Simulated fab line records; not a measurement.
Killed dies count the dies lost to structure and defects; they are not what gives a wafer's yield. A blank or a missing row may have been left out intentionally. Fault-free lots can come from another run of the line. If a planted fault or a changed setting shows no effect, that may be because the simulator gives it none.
fab line records ; flow sky130
[record] lots = 6; wafers = 18; last-day = 50
route steps=708 shown METAL1@446 VIA1@458
lots untouched by any fault: they come from a run of this same line in which no faults occurred
start-h: hours from the record's first day to the start of the lot's first wafer shown ; wait-h: hours since the lot's step before ; " same as the row above ; L1.1+2: a row that stands for several wafers ; - no value present, or no start provided ; * or withheld: withheld ; < > ~ a bound
route shown NAME@n: names a module that has steps shown in the file, with the first one's number in the route ; usual: mean/standard deviation taken from wafers without a fault ; same: alike in all rows ; chamber/n: place in a boat ; sites: the reading at each site ; _std_site: their standard deviation ; _edge_site: inner sites' mean taken away from outer sites' mean ; radius-mm: for every site, how far away it sits from the centre of the wafer ; mask NAME#n: copy n ; behind: the most recent tool/chamber to have shaped the wafer ; hold: cause of the lot's hold/its duration in hours/its outcome ; device: the transistor (n, p or np) that didn't switch ; end of line: the tests these same wafers got at the end of their route ; where a step has no rows: the recipe by itself ; killed: dies that structure and defects cost at the first sort, which is not the same as the wafer's yield ; map: a wafer's dies, marking killed ones x, the rest . and places with no die _
set.NAME: setting as actually run; set.NAME@STEP: the setting as run at that earlier step ; model.NAME: the simulator's own value behind a step, which no gauge read
lots at some steps of the route; a table a step, a row a wafer
services: a tool's chamber out of use, with start hour (start-h, from the record's first day; less than 0 if before it), hours out, and reason
[[steps]]
[step SKY_METAL1_EXPOSE_12]
[recipe] mask-id = MM1; na = 0.8; source-shape = annular; sigma-inner = 0.55; sigma-outer = 0.85; target-cd-nm = 140; dose-mj = 28
[step SKY_METAL1_PEB_13]
[recipe] peb-temp-c = withheld; peb-time-s = withheld; resist = KrF-thick
[step SKY_METAL1_DEVELOP_14]
[recipe] develop-time-s = 60; resist = KrF-thick; dev-temp-c = 21
[step SKY_METAL1_CD_MEAS_15]
[recipe] target-cd-nm = 140
[usual] cd-nm = 140.3/1.8
lot.wafer;tool;chamber;start-h;wait-h;cd-nm
L212.2;cd-sem-01;-;779.80;-;141.2
L212.4;cd-sem-01;-;779.80;-;141.6
L212.5;cd-sem-01;-;779.80;-;143.2
L214.2;cd-sem-01;-;802.84;-;141.6
L214.3;cd-sem-01;-;802.84;-;141.0
L214.5;cd-sem-01;-;802.84;-;140.2
L220.1;cd-sem-01;-;855.92;-;138.9
L220.4;cd-sem-01;-;855.92;-;140.0
L220.5;cd-sem-01;-;855.92;-;139.5
L222.1;cd-sem-02;-;857.38;-;137.0
L222.2;cd-sem-02;-;857.38;-;137.8
L222.6;cd-sem-02;-;857.38;-;136.4
L230.3;cd-sem-02;-;909.72;-;140.7
L230.4;cd-sem-02;-;909.72;-;138.4
L230.5;cd-sem-02;-;909.72;-;139.3
L233.3;cd-sem-01;-;936.21;-;139.5
L233.5;cd-sem-01;-;936.21;-;140.1
L233.6;cd-sem-01;-;936.21;-;139.5
[step SKY_METAL1_OVL_MEAS_16]
[usual] METAL1_OVL = -1/5.4
lot.wafer;tool;chamber;start-h;wait-h;METAL1_OVL[nm]
L212.2;overlay-01;-;779.91;0.1;4
L212.4;overlay-01;-;779.91;0.1;2
L212.5;overlay-01;-;779.91;0.1;1
L214.2;overlay-01;-;802.95;0.1;4
L214.3;overlay-01;-;802.95;0.1;5
L214.5;overlay-01;-;802.95;0.1;3
L220.1;overlay-01;-;856.04;0.1;1
L220.4;overlay-01;-;856.04;0.1;0
L220.5;overlay-01;-;856.04;0.1;-2
L222.1;overlay-01;-;857.50;0.1;0
L222.2;overlay-01;-;857.50;0.1;2
L222.6;overlay-01;-;857.50;0.1;5
L230.3;overlay-02;-;909.81;0.1;-1
L230.4;overlay-02;-;909.81;0.1;-5
L230.5;overlay-02;-;909.81;0.1;-6
L233.3;overlay-02;-;936.30;0.1;2
L233.5;overlay-02;-;936.30;0.1;-2
L233.6;overlay-02;-;936.30;0.1;1
[step SKY_METAL1_DESCUM_17]
[recipe] chemistry = O2; source-power-w = 150; bias-power-w = 0; pressure-mtorr = 10; temp-c = 40; time-s = 8
[step SKY_METAL1_ETCH_18]
[recipe] chemistry = N2/H2; target = BARC; ion-energy-ev = 200; bias-w = 100; pressure-mtorr = 30; n2-flow-sccm = 100; h2-flow-sccm = 200; icp-w = 500; stop-on = SiO2; time-s = 45.9; target-depth-a = 600
[usual] drypump-motor-current-A = 5.8/0.54; oes-product-au = 0.855/0.0047; throttle-valve-pct = 13.225/0.0087
lot.wafer;tool;chamber;start-h;wait-h;drypump-motor-current-A;oes-product-au;rf-hours-counter-h;throttle-valve-pct
L212.2;rie-metal-04;0;779.97;0.0;5.5;0.848;14;13.226
L212.4;rie-metal-04;1;779.97;0.0;6.4;0.849;-;13.233
L212.5;rie-metal-04;1;779.97;0.0;6.4;0.852;-;13.202
L214.2;rie-metal-04;1;803.06;0.1;6.3;0.856;-;13.234
L214.3;rie-metal-04;1;803.06;0.1;6.3;0.858;-;13.232
L214.5;rie-metal-04;1;803.06;0.1;6.4;0.851;-;13.247
L220.1;rie-metal-01;0;856.11;0.0;6.5;0.847;16;13.215
L220.4;rie-metal-01;1;856.11;0.0;5.6;0.858;-;13.219
L220.5;rie-metal-01;0;856.11;0.0;6.5;0.854;-;13.230
L222.1;rie-metal-03;0;857.57;0.0;4.9;0.857;0;13.236
L222.2;rie-metal-03;1;857.57;0.0;5.5;0.860;8;13.231
L222.6;rie-metal-03;1;857.57;0.0;5.4;0.859;-;13.210
L230.3;rie-metal-04;0;909.89;0.0;5.5;0.852;-;13.231
L230.4;rie-metal-04;1;909.89;0.0;6.4;0.851;-;13.208
L230.5;rie-metal-04;0;909.89;0.0;5.5;0.849;-;13.208
L233.3;rie-metal-03;0;936.38;0.0;4.9;0.852;-;13.232
L233.5;rie-metal-03;0;936.38;0.0;4.9;0.848;-;13.215
L233.6;rie-metal-03;1;936.38;0.0;5.5;0.855;-;13.250
[step SKY_METAL1_METAL_ETCH_19]
[recipe] target-depth-a = 3600; stop-on = SiO2; over-etch-frac = 0.3; time-s = 78; chemistry = Cl2/BCl3; resist-sidewall-deg = 88; pressure-mtorr = 10; icp-w = 900; bias-w = 48.5; Cl2_flow_sccm = 60; bcl3-flow-sccm = 30
[usual] drypump-motor-current-A = 5.8/0.53; oes-product-au = 0.854/0.0062; throttle-valve-pct = 22.265/0.0088
lot.wafer;tool;chamber;start-h;wait-h;drypump-motor-current-A;oes-product-au;rf-hours-counter-h;throttle-valve-pct
L212.2;rie-metal-04;0;780.03;0.0;5.5;0.858;14;22.254
L212.4;rie-metal-04;1;780.03;0.0;6.3;0.855;-;22.257
L212.5;rie-metal-04;1;780.03;0.0;6.3;0.852;-;22.257
L214.2;rie-metal-04;1;803.20;0.1;6.3;0.854;-;22.255
L214.3;rie-metal-04;1;803.20;0.1;6.4;0.849;-;22.275
L214.5;rie-metal-04;1;803.20;0.1;6.3;0.847;-;22.273
L220.1;rie-metal-01;0;856.17;0.0;6.5;0.859;16;22.260
L220.4;rie-metal-01;1;856.17;0.0;5.6;0.858;-;22.256
L220.5;rie-metal-01;0;856.17;0.0;6.5;0.852;-;22.264
L222.1;rie-metal-03;0;857.63;0.0;4.9;0.858;0;22.270
L222.2;rie-metal-03;1;857.63;0.0;5.5;0.845;8;22.274
L222.6;rie-metal-03;1;857.63;0.0;5.5;0.850;-;22.264
L230.3;rie-metal-04;0;909.96;0.1;5.5;0.852;-;22.265
L230.4;rie-metal-04;1;909.96;0.1;6.3;0.845;-;22.270
L230.5;rie-metal-04;0;909.96;0.1;5.5;0.848;-;22.277
L233.3;rie-metal-03;0;936.45;0.1;4.9;0.840;-;22.278
L233.5;rie-metal-03;0;936.45;0.1;4.9;0.854;-;22.276
L233.6;rie-metal-03;1;936.45;0.1;5.5;0.856;-;22.268
[step SKY_METAL1_STRIP_20]
[recipe] chemistry = O2/N2; power-w = 1400; pressure-mtorr = 1500; platen-temp-c = withheld; o2-flow-sccm = 3000; n2-flow-sccm = 300; overash-fraction = 0.5
[step SKY_METAL1_STRIP_21]
[recipe] chemistry = post-etch-residue-remover; time-s = 1200; temp-c = 72.5
[step SKY_METAL1_CLEAN_22]
[recipe] chemistry = IPA; time-s = 180; temp-c = 25
[step SKY_METAL1_CLEAN_23]
[recipe] chemistry = O3/DIW; dry = n2-spin
[step SKY_VIA1_HDPCVD_00]
[recipe] material = SiO2; target-thk-nm = 1030; sigma-open-frac = 0.3; time-s = 171.7; temp-c = 400; sih4-flow-sccm = 60; pressure-mtorr = 6
lot.wafer;tool;chamber;start-h;wait-h
L212.2+4+5;hdpcvd-02;2,0,2;780.75;0.0
L214.2+3+5;hdpcvd-01;2,0,2;803.94;0.0
L220.1+4+5;hdpcvd-02;0,2,1;856.90;0.0
L222.1+2+6;hdpcvd-02;1,2,0;858.36;0.0
L230.3+4+5;hdpcvd-01;0,2,1;910.72;0.0
L233.3+5+6;hdpcvd-01;2,0,2;937.16;0.1
[step SKY_VIA1_THK_MEAS_01]
[recipe] reads = SiO2_of_VIA1_HDPCVD_00
[usual] VIA1_HDPCVD_THK = 1031/10
lot.wafer;tool;chamber;start-h;wait-h;VIA1_HDPCVD_THK[nm]
L212.2;film-metro-03;-;780.88;0.1;1019
L212.4;film-metro-03;-;780.88;0.1;1026
L212.5;film-metro-03;-;780.88;0.1;1039
L214.2;film-metro-03;-;804.06;0.1;1032
L214.3;film-metro-03;-;804.06;0.1;1017
L214.5;film-metro-03;-;804.06;0.1;1058
L220.1;film-metro-04;-;857.01;0.1;1049
L220.4;film-metro-04;-;857.01;0.1;1050
L220.5;film-metro-04;-;857.01;0.1;910
L222.1;film-metro-02;-;858.47;0.1;906
L222.2;film-metro-02;-;858.47;0.1;1026
L222.6;film-metro-02;-;858.47;0.1;1046
L230.3;film-metro-02;-;910.85;0.1;1023
L230.4;film-metro-02;-;910.85;0.1;1030
L230.5;film-metro-02;-;910.85;0.1;1033
L233.3;film-metro-02;-;937.29;0.1;1057
L233.5;film-metro-02;-;937.29;0.1;1036
L233.6;film-metro-02;-;937.29;0.1;1052
[step SKY_VIA1_CMP_02]
[recipe] material = SiO2; down-force-psi = 4; platen-rpm = 60; pad-velocity-m-s = 0.94248
[usual] motor-current-A = 12.5/1.3
lot.wafer;tool;chamber;start-h;wait-h;motor-current-A
L212.4;cmp-02;3;780.93;0.0;12.7
L212.2;cmp-02;2;780.93;0.0;13.2
L212.5;cmp-02;3;780.93;0.0;12.7
L214.2;cmp-01;2;804.16;0.1;13.7
L214.3;cmp-01;0;804.16;0.1;9.9
L214.5;cmp-01;2;804.16;0.1;13.0
L220.4;cmp-02;0;857.17;0.1;11.9
L220.1;cmp-02;1;857.17;0.1;14.5
L220.5;cmp-02;3;857.17;0.1;12.9
L222.1;cmp-02;3;858.58;0.1;13.1
L222.2;cmp-02;0;858.58;0.1;12.5
L222.6;cmp-02;3;858.58;0.1;13.0
L230.3;cmp-02;3;911.48;0.6;13.5
L230.4;cmp-02;1;911.48;0.6;13.2
L230.5;cmp-02;3;911.48;0.6;13.6
L233.3;cmp-02;2;937.38;0.1;13.1
L233.5;cmp-02;1;937.38;0.1;12.8
L233.6;cmp-02;2;937.38;0.1;13.4
[step SKY_VIA1_BOW_MEAS_03]
[recipe] mode = bow
[usual] VIA1_BOW = 80/6.8
lot.wafer;tool;chamber;start-h;wait-h;VIA1_BOW[um]
L212.2;film-metro-04;-;781.25;0.1;91
L212.4;film-metro-04;-;781.25;0.1;87
L212.5;film-metro-04;-;781.25;0.1;80
L214.2;film-metro-03;-;804.43;0.2;78
L214.3;film-metro-03;-;804.43;0.2;77
L214.5;film-metro-03;-;804.43;0.2;92
L220.1;film-metro-03;-;857.37;0.1;79
L220.4;film-metro-03;-;857.37;0.1;90
L220.5;film-metro-03;-;857.37;0.1;87
L222.1;film-metro-03;-;858.83;0.2;72
L222.2;film-metro-03;-;858.83;0.2;73
L222.6;film-metro-03;-;858.83;0.2;74
L230.3;film-metro-02;-;911.82;0.3;70
L230.4;film-metro-02;-;911.82;0.3;70
L230.5;film-metro-02;-;911.82;0.3;83
L233.3;film-metro-03;-;937.67;0.2;77
L233.5;film-metro-03;-;937.67;0.2;74
L233.6;film-metro-03;-;937.67;0.2;69
[step SKY_VIA1_DEHYDRATE_04]
[recipe] temp-c = 200; time-s = 60
[step SKY_VIA1_HMDS_05]
[recipe] prime-time-s = 60; prime-temp-c = 120
[step SKY_VIA1_COAT_06]
[recipe] resist = BARC; temp-c = withheld; time-s = withheld; spin-rpm = 3000; resist-thk-nm = 60
[step SKY_VIA1_COAT_07]
[recipe] resist = KrF-thick; spin-rpm = 3000; resist-thk-nm = 450
[step SKY_VIA1_SOFTBAKE_08]
[recipe] temp-c = 100; time-s = 90; resist = KrF-thick
[step SKY_VIA1_EXPOSE_09]
[recipe] mask-id = VIM; na = 0.8; source-shape = annular; sigma-inner = 0.55; sigma-outer = 0.85; target-cd-nm = 150; dose-mj = 38
[step SKY_VIA1_PEB_10]
[recipe] peb-temp-c = withheld; peb-time-s = withheld; resist = KrF-thick
[step SKY_VIA1_DEVELOP_11]
[recipe] develop-time-s = 60; resist = KrF-thick; dev-temp-c = 21
[step SKY_VIA1_CD_MEAS_12]
[recipe] target-cd-nm = 150
[usual] cd-nm = 150.0/1.9
lot.wafer;tool;chamber;start-h;wait-h;cd-nm
L212.2;cd-sem-02;-;805.85;-;151.2
L212.4;cd-sem-02;-;805.85;-;150.1
L212.5;cd-sem-02;-;805.85;-;152.6
L214.2;cd-sem-01;-;832.25;-;149.0
L214.3;cd-sem-01;-;832.25;-;149.6
L214.5;cd-sem-01;-;832.25;-;149.7
L220.1;cd-sem-01;-;882.43;-;150.4
L220.4;cd-sem-01;-;882.43;-;148.1
L220.5;cd-sem-01;-;882.43;-;147.5
L222.1;cd-sem-02;-;883.99;-;151.5
L222.2;cd-sem-02;-;883.99;-;152.7
L222.6;cd-sem-02;-;883.99;-;153.9
L230.3;cd-sem-02;-;937.58;-;148.7
L230.4;cd-sem-02;-;937.58;-;149.6
L230.5;cd-sem-02;-;937.58;-;150.8
L233.3;cd-sem-02;-;961.06;-;147.2
L233.5;cd-sem-02;-;961.06;-;146.9
L233.6;cd-sem-02;-;961.06;-;148.0
[step SKY_VIA1_OVL_MEAS_13]
[usual] VIA1_OVL = 3/5
lot.wafer;tool;chamber;start-h;wait-h;VIA1_OVL[nm]
L212.2;overlay-02;-;805.96;0.1;-1
L212.4;overlay-02;-;805.96;0.1;6
L212.5;overlay-02;-;805.96;0.1;7
L214.2;overlay-01;-;832.36;0.1;1
L214.3;overlay-01;-;832.36;0.1;1
L214.5;overlay-01;-;832.36;0.1;0
L220.1;overlay-02;-;882.55;0.1;1
L220.4;overlay-02;-;882.55;0.1;-3
L220.5;overlay-02;-;882.55;0.1;7
L222.1;overlay-01;-;884.11;0.1;-1
L222.2;overlay-01;-;884.11;0.1;-1
L222.6;overlay-01;-;884.11;0.1;0
L230.3;overlay-02;-;937.67;0.1;4
L230.4;overlay-02;-;937.67;0.1;5
L230.5;overlay-02;-;937.67;0.1;6
L233.3;overlay-01;-;961.15;0.1;-4
L233.5;overlay-01;-;961.15;0.1;-3
L233.6;overlay-01;-;961.15;0.1;5
[step SKY_VIA1_ETCH_14]
[recipe] chemistry = N2/H2; target = BARC; ion-energy-ev = 200; source-w = 500; bias-w = 100; pressure-mtorr = 30; n2-flow-sccm = 100; h2-flow-sccm = 200; stop-on = SiO2; time-s = 45.9; target-depth-a = 600
[usual] drypump-motor-current-A = 5.6/0.44; oes-product-au = 0.855/0.0049; throttle-valve-pct = 13.225/0.0093
lot.wafer;tool;chamber;start-h;wait-h;drypump-motor-current-A;oes-product-au;rf-hours-counter-h;throttle-valve-pct
L212.2;rie-diel-03;0;805.99;0.0;6.3;0.854;19;13.241
L212.4;rie-diel-03;1;805.99;0.0;5.4;0.852;-;13.229
L212.5;rie-diel-03;2;805.99;0.0;5.1;0.852;-;13.233
L214.2;rie-diel-01;2;832.39;0.0;5.7;0.855;6;13.226
L214.3;rie-diel-01;1;832.39;0.0;5.6;0.863;5;13.208
L214.5;rie-diel-01;3;832.39;0.0;6.0;0.845;-;13.215
L220.1;rie-diel-01;0;882.59;0.0;5.0;0.854;13;13.216
L220.4;rie-diel-01;2;882.59;0.0;5.6;0.862;7;13.223
L220.5;rie-diel-01;3;882.59;0.0;5.9;0.844;-;13.221
L222.1;rie-diel-01;0;884.14;0.0;5.0;0.855;13;13.224
L222.2;rie-diel-01;2;884.14;0.0;5.6;0.850;7;13.223
L222.6;rie-diel-01;0;884.14;0.0;5.0;0.851;-;13.233
L230.3;rie-diel-03;1;937.69;0.0;5.4;0.855;11;13.226
L230.4;rie-diel-03;2;937.69;0.0;5.1;0.855;14;13.217
L230.5;rie-diel-03;0;937.69;0.0;6.3;0.860;-;13.217
L233.3;rie-diel-03;3;961.18;0.0;5.2;0.863;4;13.237
L233.5;rie-diel-03;0;961.18;0.0;6.3;0.858;-;13.224
L233.6;rie-diel-03;1;961.18;0.0;5.4;0.855;-;13.232
[step SKY_VIA1_ETCH_15]
[recipe] target = SiO2; chemistry = C4F8/O2/Ar; target-depth-nm = 351; stop-on = TiN; mask-material = KrF-thick; source-w = 1500; bias-w = 1200; pressure-mtorr = 40; c4f8-flow-sccm = withheld; O2_flow_sccm = 6; Ar_flow_sccm = 300; time-s = 54
[usual] oes-product-au = 0.982/0.0056
lot.wafer;tool;chamber;start-h;wait-h;oes-product-au;rf-hours-counter-h
L212.2;rie-diel-03;0;806.03;0.0;0.981;19
L212.4;rie-diel-03;1;806.03;0.0;0.982;-
L212.5;rie-diel-03;2;806.03;0.0;0.991;-
L214.2;rie-diel-01;2;832.43;0.0;0.974;6
L214.3;rie-diel-01;1;832.43;0.0;0.977;5
L214.5;rie-diel-01;3;832.43;0.0;0.971;-
L220.1;rie-diel-01;0;882.63;0.0;0.990;13
L220.4;rie-diel-01;2;882.63;0.0;0.985;7
L220.5;rie-diel-01;3;882.63;0.0;0.763;-
L222.1;rie-diel-01;0;884.18;0.0;0.771;13
L222.2;rie-diel-01;2;884.18;0.0;0.985;7
L222.6;rie-diel-01;0;884.18;0.0;0.987;-
L230.3;rie-diel-03;1;937.73;0.0;0.985;11
L230.4;rie-diel-03;2;937.73;0.0;0.986;14
L230.5;rie-diel-03;0;937.73;0.0;0.979;-
L233.3;rie-diel-03;3;961.22;0.0;0.982;4
L233.5;rie-diel-03;0;961.22;0.0;0.990;-
L233.6;rie-diel-03;1;961.22;0.0;0.983;-
[step SKY_VIA1_STRIP_16]
[recipe] chemistry = O2/N2; power-w = 1400; pressure-mtorr = 1500; platen-temp-c = withheld; o2-flow-sccm = 3000; n2-flow-sccm = 300; overash-fraction = 0.5
[usual] drypump-motor-current-A = 5.67/0.3; oes-product-au = 0.415/0.0046; strip-time-to-endpoint-s = 4.452/0.022
[same] overash-fraction = 0.5
lot.wafer;tool;chamber;start-h;wait-h;drypump-motor-current-A;oes-product-au;rf-hours-counter-h;strip-time-to-endpoint-s
L212.2;plasma-asher-03;1;806.08;0.0;5.81;0.417;37;4.463
L212.4;plasma-asher-03;1;806.08;0.0;5.87;0.414;-;4.441
L212.5;plasma-asher-03;1;806.08;0.0;5.85;0.418;-;4.462
L214.2;plasma-asher-04;0;832.48;0.0;5.70;0.421;71;4.466
L214.3;plasma-asher-04;0;832.48;0.0;5.68;0.411;-;4.440
L214.5;plasma-asher-04;0;832.48;0.0;5.69;0.416;-;4.472
L220.1;plasma-asher-01;1;882.68;0.0;5.79;0.416;106;4.451
L220.4;plasma-asher-01;1;882.68;0.0;5.80;0.413;-;4.454
L220.5;plasma-asher-01;0;882.68;0.0;6.31;0.411;-;4.497
L222.1;plasma-asher-03;0;884.23;0.0;5.41;0.414;43;4.434
L222.2;plasma-asher-03;1;884.23;0.0;5.85;0.411;43;4.446
L222.6;plasma-asher-03;1;884.23;0.0;5.84;0.409;-;4.432
L230.3;plasma-asher-01;1;937.81;0.1;5.79;0.425;-;4.449
L230.4;plasma-asher-01;0;937.81;0.1;6.31;0.417;-;4.461
L230.5;plasma-asher-01;1;937.81;0.1;5.78;0.416;-;4.444
L233.3;plasma-asher-03;0;961.30;0.1;5.41;0.416;-;4.460
L233.5;plasma-asher-03;0;961.30;0.1;5.45;0.416;-;4.434
L233.6;plasma-asher-03;1;961.30;0.1;5.85;0.418;-;4.434
[[services]]
tool;chamber;start-h;hours;kind
rie-metal-03;0;765.40;2.7;repair
cmp-02;-;784.72;1.5;repair
rie-diel-01;3;786.16;5.0;repair
rie-metal-03;0;793.30;23.4;repair
rie-diel-03;0;796.75;4.4;repair
rie-diel-01;0;805.04;28.1;repair
rie-metal-04;-;812.01;2.8;pm
hdpcvd-01;-;822.80;1.8;repair
hdpcvd-02;-;834.14;4.3;pm
plasma-asher-03;-;844.57;17.3;repair
plasma-asher-03;-;853.13;0.9;repair
rie-diel-01;-;858.90;0.3;repair
hdpcvd-01;-;866.28;2.8;pm
rie-diel-01;2;869.51;2.4;repair
rie-metal-04;1;877.20;5.1;repair
rie-metal-03;-;883.71;1.4;pm
hdpcvd-02;-;909.05;6.0;pm
rie-diel-01;-;912.30;15.6;pm
hdpcvd-01;1;925.73;15.4;repair
rie-metal-04;0;931.60;5.4;repair
rie-diel-01;1;931.66;3.2;repair
rie-diel-03;3;937.78;2.5;repair
rie-diel-03;0;942.42;5.4;repair
rie-metal-03;-;950.55;0.6;repair
[[key]]
[first-sign] step = SKY_VIA1_THK_MEAS_01; reading = VIA1_HDPCVD_THK; direction = down; sigmas = 12; usual = 1031; struck = 908
[effect] step = SKY_VIA1_ETCH_15; reading = oes-product-au; direction = down; sigmas = 39; usual = 0.982; struck = 0.767
met-at SKY_VIA1_HDPCVD_00
struck-wafers L220.5,L222.1
sort-left-out L220.5,L222.1
[fault] kind = site-profile-drift; tool = hdpcvd-02; chamber = 1; onset-h = 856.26; steps = SKY_VIA1_HDPCVD_00; basis = fraction; max-abs-drift = 0.26122; slope-share-per-hr = 58.049; site-pattern = 0,0,0,0,0,-1,-1,-1,-1
// sort-left-out: the simulated sort isn't trusted on such a fault, so these wafers' sort isn't shown, and their yield isn't known
